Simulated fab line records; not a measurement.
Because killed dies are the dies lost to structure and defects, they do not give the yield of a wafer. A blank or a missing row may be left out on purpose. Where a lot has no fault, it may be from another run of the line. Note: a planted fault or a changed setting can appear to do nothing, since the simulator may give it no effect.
Problem report in the 8D (eight disciplines) form, filled by code -- flow gf180mcu -- the parts of the form that need people (team, actions taken, sign-off) are left out

## 1. WHAT IS WRONG
M4_ALCU_RS at GF_M4_RS_MEAS_05 reads a mean of 0.0830 ohm/sq on 2 wafers of 1 lot; wafers without a fault read 0.0695 ohm/sq with a standard deviation of 0.00086. Measured from the usual mean, that is +16 standard deviations.
The step: measures by four-point-probe.
Seen first at day 27 06:58 on film metro-02, wafer L510.1. Wafers with a number at this step in the record: 36, from 12 lots. Rule for "out", or "out of limits": more than 4 standard deviations from the usual mean. All remaining wafers that have a number are taken as sound.

## 2. WHAT IT IS; WHAT IT IS NOT
question,is,is not
which readings at this step,M4_ALCU_RS,-
which lots,L510,"L496, L497, L500, L501, L502, L503, L504, L513, L515, L516, L519"
which wafers of those lots,"L510.1, L510.3",L510.4
read on which gauges,film metro-02,"film metro-01, film metro-04"
when,from day 27 06:58,"up to then (22 sound wafers); but 12 sound wafers of L513, L515, L516, L519 came after"

## 3. SUSPECTS, AND WHAT RULES EACH OUT
Counting: any tool at a process step up to the reading remains a suspect provided it ran every lot that is out. Sound lots after the first of them don't rule it out here, since some wafers of a struck lot are sound.
- the gauge at GF_M4_RS_MEAS_05: kept. All the wafers that are out were read on film metro-02, and no step on other tools shows them out.
- pvd sputter-01 at GF_M4_SPUTTER_02 (material AlCu, target thk 450 nm, time 23.9 s): kept. It ran the lot that is out, L510 (day 27 06:53); its last sound lot up to then is L504 (day 25 08:39).
Left after counting: pvd sputter-01 at GF_M4_SPUTTER_02, film metro-02 at GF_M4_RS_MEAS_05.

## 4. THE CAUSE (what the simulator had put in)
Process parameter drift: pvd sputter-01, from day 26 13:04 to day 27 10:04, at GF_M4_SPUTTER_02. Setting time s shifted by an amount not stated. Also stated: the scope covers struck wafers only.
2 suspects survive the count, and this tool is in that group.

## 5. THE EFFECT CHAIN, in route order
One row per reading whose mean, taken over the struck wafers that have a number, lies over 3 standard deviations from the usual. Only readings for which the record gives a usual standard deviation are gone through. hours: the time from each lot's start at the first step in this table that gives one to its start at this step, as a median over the lots. sigmas: the change in usual standard deviations.
hours,step,reading,usual,on struck wafers,change,sigmas
0,GF_M4_RS_MEAS_05,M4_ALCU_RS,0.0695 ohm/sq,0.0830,+0.0135,+16
0,GF_M4_THK_MEAS_06,M4_ALCU_THK,451 nm,380,-70,-11
At these later measuring or inspecting steps, every struck wafer for which the step has a row has a number for every such reading, and none has moved that far: GF_M4_OVL_MEAS_15.

## 6. WHAT WOULD HAVE CAUGHT IT SOONER
Counted from the fault's start at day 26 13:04, it took 18 hours until the first out-of-limits reading at a measuring or inspecting step in this record, taken at day 27 06:58.
No tool reading at GF_M4_SPUTTER_02 that has a usual standard deviation in the record was out on any struck wafer, so an alarm limit of 4 standard deviations on those readings would not have fired.
Lots out: 1; all had begun GF_M4_SPUTTER_02 on pvd sputter-01 by day 27 06:58. A hold on the tool at that time would have spared none of them.
